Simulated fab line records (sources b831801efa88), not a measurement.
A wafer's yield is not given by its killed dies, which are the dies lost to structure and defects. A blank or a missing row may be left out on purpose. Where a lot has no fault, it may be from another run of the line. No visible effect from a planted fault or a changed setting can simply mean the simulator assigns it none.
A struck lot beside a sound one | flow sky130 | 36 out of 708 route steps
Sound: the wafers L556.1, L556.5, L556.6. Wafers struck: L558.1, L558.2, L558.3. The cause is given at the end.
At each step with rows: each side's tool, then ch and its chambers, then its first start. Under that, the readings that differ: sound wafers | struck wafers | difference of the means | sigmas: that difference in standard deviations of wafers without a fault.
alike: words and numbers the same on both sides, and readings whose means are apart by under 2 such deviations; not compared: readings that were withheld, readings missing a value for some wafer, numbers with overlapping values and no deviation given by the record, and bounds like >300 which may hide the same value.
Wherever a step has rows on one side only, a row that says differs or no value, or a row with sigmas, the two part there. Numbers that don't overlap but have no deviation are shown without sigmas and don't part them. A reading missing from all wafers of one side parts the sides only when that side holds two or more wafers.

first, 10 steps without rows for these wafers: SKY_DNWELL_DEVELOP_06 (develop time 60 s); SKY_DNWELL_IMPLANT_07; SKY_DNWELL_STRIP_08 (strips in O2/N2); SKY_PWDE_DEHYDRATE_00 (time 60 s); SKY_PWDE_HMDS_01 (prime time 60 s); SKY_PWDE_COAT_02 (resist thk 3000 nm); SKY_PWDE_SOFTBAKE_03; SKY_PWDE_EXPOSE_04 (exposes mask PWDEM, target cd 840 nm); SKY_PWDE_PEB_05; SKY_PWDE_DEVELOP_06 (develop time 60 s).
SKY_PWDE_IMPLANT_08:
  sound on implanter-04 ch 0, day 7 03:43; struck on implanter-04 ch 0, day 7 16:40
reading          | sound                         | struck                      | difference | sigmas
doseIonsCm2      | 3.595e+12 3.598e+12 3.598e+12 | 3.499e+12 3.5e+12 3.504e+12 | -9.600e+10 | -27
faradayCurrentUA | 20.5 20.5 20.2                | 19.7 19.4 19.4              | -0.9       | -2
then, 23 steps without rows for these wafers: SKY_PWDE_STRIP_09 (strips in O2/N2); SKY_NWELL_DEHYDRATE_03 (time 60 s); SKY_NWELL_HMDS_04 (prime time 60 s); SKY_NWELL_COAT_05 (resist thk 3000 nm); SKY_NWELL_SOFTBAKE_06; SKY_NWELL_EXPOSE_07 (exposes mask NWM, target cd 840 nm); SKY_NWELL_PEB_08; SKY_NWELL_DEVELOP_09 (develop time 60 s); SKY_NWELL_IMPLANT_11; SKY_NWELL_IMPLANT_12; SKY_NWELL_IMPLANT_13; SKY_NWELL_STRIP_14 (strips in O2/N2); SKY_NWELL_DEHYDRATE_16 (time 60 s); SKY_NWELL_HMDS_17 (prime time 60 s); SKY_NWELL_COAT_18 (resist thk 3000 nm); SKY_NWELL_SOFTBAKE_19; SKY_NWELL_EXPOSE_20 (exposes mask NWM COMPLEMENT, target cd 840 nm); SKY_NWELL_PEB_21; SKY_NWELL_DEVELOP_22 (develop time 60 s); SKY_NWELL_IMPLANT_24; SKY_NWELL_STRIP_25 (strips in O2/N2); SKY_NWELL_CLEAN_27 (cleans in SC1/SC2, time 150 s); SKY_NWELL_RTA_28 (time 30 s).
SKY_NWELL_RS_MEAS_31: uses a four-point probe to measure.
  struck on filmMetro-03, day 9 12:01; sound on filmMetro-02, day 8 20:40
reading          | sound          | struck         | difference | sigmas
PWDE_RS (ohm/sq) | 5292 5300 5302 | 5403 5401 5398 | +103       | +5
-- the record jumps here: 40 days lie between the struck wafers' starts before and after (it left off in module NWELL and takes up again in module PAD_OPEN, whose first step shown is number 708 of the route) --
SKY_PAD_OPEN_PROBE_99:
  struck on prober-02, day 49 17:59; sound on prober-02, day 49 01:35
reading                              | sound          | struck         | difference | sigmas
model.etest.resPwdeUnderGate.rsOhmSq | 6190 6196 6162 | 6388 6425 6401 | +222       | 
  alike: killed_at_M0_to_M3, killed_at_M4_up, killedAtContacts, killedAtFrontEnd, killedDies, killedOpen, killedShort

WHERE THEY PART
First at SKY_PWDE_IMPLANT_08; last, within this record, at SKY_NWELL_RS_MEAS_31. Later steps at which nothing parts them and some readings are alike: SKY_PAD_OPEN_PROBE_99.

WHY: what the simulator had put in
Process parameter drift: implanter-04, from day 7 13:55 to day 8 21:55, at SKY_PWDE_IMPLANT_08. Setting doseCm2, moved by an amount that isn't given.
